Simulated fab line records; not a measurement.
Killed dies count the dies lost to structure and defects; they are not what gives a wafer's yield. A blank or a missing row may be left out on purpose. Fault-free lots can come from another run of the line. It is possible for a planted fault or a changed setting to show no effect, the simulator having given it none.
Problem report in the 8D (eight disciplines) form, filled by code    flow gf180mcu    the parts of the form that need people (team, actions taken, sign-off) are left out

1. THE ISSUE
Mean V3_W_RS at GF_V3_RS_MEAS_24: 0.237 ohm/sq over 5 wafers in 3 lots; fault-free wafers: 0.322 ohm/sq, standard deviation 0.0052. Measured from the usual mean, that is -16 standard deviations.
The step: measures by four-point-probe.
Earliest sighting: wafer L196.3 on film-metro-04 at day 28 03:01. At this step, 36 wafers from 12 lots have a number in the record. Rule for "out" (also "out of limits"): further than 4 standard deviations from the usual mean. Any other wafer with a number is counted as sound.

2. WHAT IT IS, WHAT IT ISN'T
question                     is                                      is not
which readings at this step  V3_W_RS                                 -
which lots                   L196, L198, L199                        L179, L180, L182, L184, L185, L186, L188, L189, L192
which wafers of those lots   L196.3, L198.1, L198.5, L199.4, L199.6  L196.4, L196.5, L198.2, L199.2
read on which gauges         film-metro-01, film-metro-04            film-metro-03
when                         from day 28 03:01                       up to then (29 sound wafers); but 2 sound wafers of L198, L199 came after

3. THE SUSPECTS, EACH WITH WHAT RULES IT OUT
Counting: any tool at a process step up to the reading remains a suspect provided it ran every lot that is out. Sound lots after the first of them don't rule it out here, since some wafers of a struck lot are sound.
- the gauge at GF_V3_RS_MEAS_24 is ruled out. Those wafers that are out were read across 2 gauges (film-metro-01, film-metro-04).
- pecvd-04 at GF_V3_CVD_02 (deposits SiO2 from TEOS, target thk 850 nm, time 94.851 s): kept. Ran every lot that is out, first one L196 (day 27 04:40); last sound lot up to then L186 (day 24 17:37).
- cvd-w-01 at GF_V3_CVD_23 (deposits W, target thk 350 nm, time 104.9 s): kept. Ran every lot that is out, first one L196 (day 28 02:53); last sound lot up to then L189 (day 25 22:29).
- Within cvd-w-01 at GF_V3_CVD_23, the wafers that are out were processed in chamber 1 and their sound lot-mates in chamber 0.
Left after counting: pecvd-04 at GF_V3_CVD_02, cvd-w-01 at GF_V3_CVD_23.

4. THE CAUSE (what the simulator had put in)
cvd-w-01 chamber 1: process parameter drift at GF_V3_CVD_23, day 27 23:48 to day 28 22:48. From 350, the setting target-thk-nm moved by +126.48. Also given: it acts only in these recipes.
Counting leaves 2 suspects; this tool is one of them.

5. THE EFFECT CHAIN, in route order
Each row: a reading where the mean over the struck wafers with a number is more than 3 standard deviations away from the usual. Scope: only readings with a usual standard deviation given in the record; hours: median across lots of the time from each lot's start at the first step in this table that gives one to its start at this step; sigmas: change in usual standard deviations.
hours  step               reading             usual         on struck wafers  change  sigmas
0      GF_V3_RS_MEAS_24   V3_W_RS             0.322 ohm/sq  0.237             -0.085  -16
0      GF_V3_THK_MEAS_25  V3_W_THK            349 nm        466               +117    +17
0      GF_V3_CMP_26       time-to-endpoint-s  85 s          114               +29     +7.9
Process steps it contains:
- GF_V3_CMP_26: polishes, stops on SiO2, t overpolish 15 s, target thk 0 nm.

6. WHAT WOULD HAVE CAUGHT IT SOONER
In this record the first reading out of limits at a measuring or inspecting step was taken at day 28 03:01, 3 hours after the fault began at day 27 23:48.
An alarm limit of 4 standard deviations would not have fired on the tool readings at GF_V3_CVD_23 for which the record gives a usual standard deviation, since none of them was out on any struck wafer.
Lots out: 3; of these, L198, L199 started GF_V3_CVD_23 on cvd-w-01 after day 28 03:01. A hold on the tool at that time would have spared those 2.
